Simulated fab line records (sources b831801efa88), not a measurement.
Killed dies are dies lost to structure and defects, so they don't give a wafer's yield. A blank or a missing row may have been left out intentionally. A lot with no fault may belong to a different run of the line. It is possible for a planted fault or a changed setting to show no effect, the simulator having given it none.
What tool caused it? || flow gf180mcu || Sampling: 7 lots, 21 wafers, 2 of 602 route steps

WHAT EACH GAUGE READ, for each wafer
GF_VT_IMPLANT_TW_MEAS_10.
{"lot": "L180", "measured": "day 6 00:23", "on": "film_metro-02", "VT_IMPLANT_TW": "565 565 562"}
{"lot": "L182", "measured": "day 6 10:07", "on": "film_metro-03", "VT_IMPLANT_TW": "688 692 693"}
{"lot": "L184", "measured": "day 6 21:34", "on": "film_metro-04", "VT_IMPLANT_TW": "558 562 557"}
{"lot": "L191", "measured": "day 8 17:00", "on": "film_metro-02", "VT_IMPLANT_TW": "693 696 695"}
{"lot": "L197", "measured": "day 10 06:44", "on": "film_metro-04", "VT_IMPLANT_TW": "555 558 555"}
{"lot": "L199", "measured": "day 10 21:16", "on": "film_metro-04", "VT_IMPLANT_TW": "554 552 556"}
{"lot": "L201", "measured": "day 11 08:32", "on": "film_metro-02", "VT_IMPLANT_TW": "568 565 567"}

WHICH TOOL RAN EACH LOT (tool, then ch and the chambers of the sampled wafers, then the start)
{"lot": "L180", "GF_VT_IMPLANT_IMPLANT_08": "implanter-04 ch 0, day 6 00:08"}
{"lot": "L182", "GF_VT_IMPLANT_IMPLANT_08": "implanter-01 ch 0, day 6 09:31"}
{"lot": "L184", "GF_VT_IMPLANT_IMPLANT_08": "implanter-02 ch 0, day 6 21:21"}
{"lot": "L191", "GF_VT_IMPLANT_IMPLANT_08": "implanter-04 ch 0, day 8 16:26"}
{"lot": "L197", "GF_VT_IMPLANT_IMPLANT_08": "implanter-02 ch 0, day 10 06:30"}
{"lot": "L199", "GF_VT_IMPLANT_IMPLANT_08": "implanter-01 ch 0, day 10 21:01"}
{"lot": "L201", "GF_VT_IMPLANT_IMPLANT_08": "implanter-01 ch 0, day 11 08:18"}
- GF_VT_IMPLANT_IMPLANT_08

THE ANSWER, worked out from the rows above alone
Rule: what is usual is taken from the lots themselves. The widest of any qualifying gaps counts: lots, ordered by their means at a reading, are off when they make up no more than a third of the lots, leave a main group of 4 or more, and stand apart from it by 3 or more times the standard deviation of that group's means. A main group whose means are all the same, to the digits that the tables above print for the reading, isn't used. A lot without any number at a reading at which 4 lots or more have one is off too. All remaining lots with rows at the step are treated as sound.
Off: L182, L191, at GF_VT_IMPLANT_TW_MEAS_10 (VT_IMPLANT_TW). Mean 560 and standard deviation 4.8 in the main group.
If a tool, at a process step before that reading, ran all the lots that are off and no sound lot after the first of them, it fits. Those tools and the gauges at GF_VT_IMPLANT_TW_MEAS_10 are tried in the same way. No candidate that was tried fits.

WHAT THE SIMULATOR PUT IN
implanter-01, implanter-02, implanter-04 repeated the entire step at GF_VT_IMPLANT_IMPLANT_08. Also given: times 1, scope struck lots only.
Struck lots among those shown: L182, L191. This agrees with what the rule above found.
